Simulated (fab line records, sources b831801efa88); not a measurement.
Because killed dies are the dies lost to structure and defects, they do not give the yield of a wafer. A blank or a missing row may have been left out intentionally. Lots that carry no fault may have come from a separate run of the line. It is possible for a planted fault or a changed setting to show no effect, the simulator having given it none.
One fault through the eyes of 2 desks | flow gf180mcu | every desk sees just its own numbers, and what lay behind them comes last

## THE METROLOGY DESK
What the gauges read for every lot (on any tool): the sampled wafers with a number, averaged. A lot is out of limits, marked OUT, if its mean lies more than 4 standard deviations from the usual mean; the brackets give that distance.
Columns: A = V3_W_THK at GF_V3_THK_MEAS_25, usual 351 nm; B = TOP_METAL_OVL at GF_TOP_METAL_OVL_MEAS_15, usual -0.8 nm
lot  | first seen here | A   | B
L422 | day 22 09:58    | 352 | 0.0
L423 | day 22 22:06    | 347 | -0.9
L424 | day 23 13:14    | 352 | 0.7
L426 | day 23 19:02    | 347 | -1.5
L427 | day 24 13:53    | 355 | 1.0
L431 | day 25 13:56    | 349 | -1.3
L439 | day 28 02:01    | 351 | -0.8
L440 | day 28 09:18    | 347 | -1.9
L441 | day 29 01:38    | 346 | -1.0
L442 | day 29 03:17    | 347 | -0.8
L444 | day 29 11:55    | 348 | -3.5
L443 | day 29 13:47    | 358 | -1.4
This desk found nothing out of limits on any of the 12 lots.

## AT THE TOOL OWNER'S DESK: cmp-02
The tool's own readings at GF_V1_CMP_04 (polishes SiO2): means of the sampled wafers that have a number, for each lot that ran on this tool. A lot is out of limits, marked OUT, if its mean lies more than 4 standard deviations from the usual mean; the brackets give that distance.
Columns: A = motor current A at GF_V1_CMP_04, usual 12.2 A; B = platen rpm at GF_V1_CMP_04, usual 60.00 rpm; C = slurry filter dp kPa at GF_V1_CMP_04, usual 13.47 kPa; D = time to endpoint s at GF_V1_CMP_04, usual 81 s
lot  | first seen here | A    | B     | C     | D
L422 | day 17 03:07    | 12.3 | 59.99 | 13.38 | 75
L423 | day 17 14:58    | 12.3 | 60.02 | 13.56 | 81
L424 | day 17 21:05    | 12.3 | 60.00 | 13.60 | 83
L431 | day 20 11:44    | 12.3 | 60.01 | 13.49 | 61
L439 | day 23 07:43    | 12.1 | 60.05 | 13.47 | 85
L440 | day 23 16:04    | 12.2 | 59.99 | 13.44 | 79
L442 | day 24 12:53    | 11.8 | 59.97 | 13.61 | 86
L444 | day 25 00:03    | 12.3 | 60.01 | 13.33 | 80
This desk found nothing out of limits on any of the 8 lots.

## TAKEN TOGETHER
From the metrology desk's view, nothing was out of limits.
The desk of the tool owner found nothing out of limits.

## WHAT THE SIMULATOR PUT IN
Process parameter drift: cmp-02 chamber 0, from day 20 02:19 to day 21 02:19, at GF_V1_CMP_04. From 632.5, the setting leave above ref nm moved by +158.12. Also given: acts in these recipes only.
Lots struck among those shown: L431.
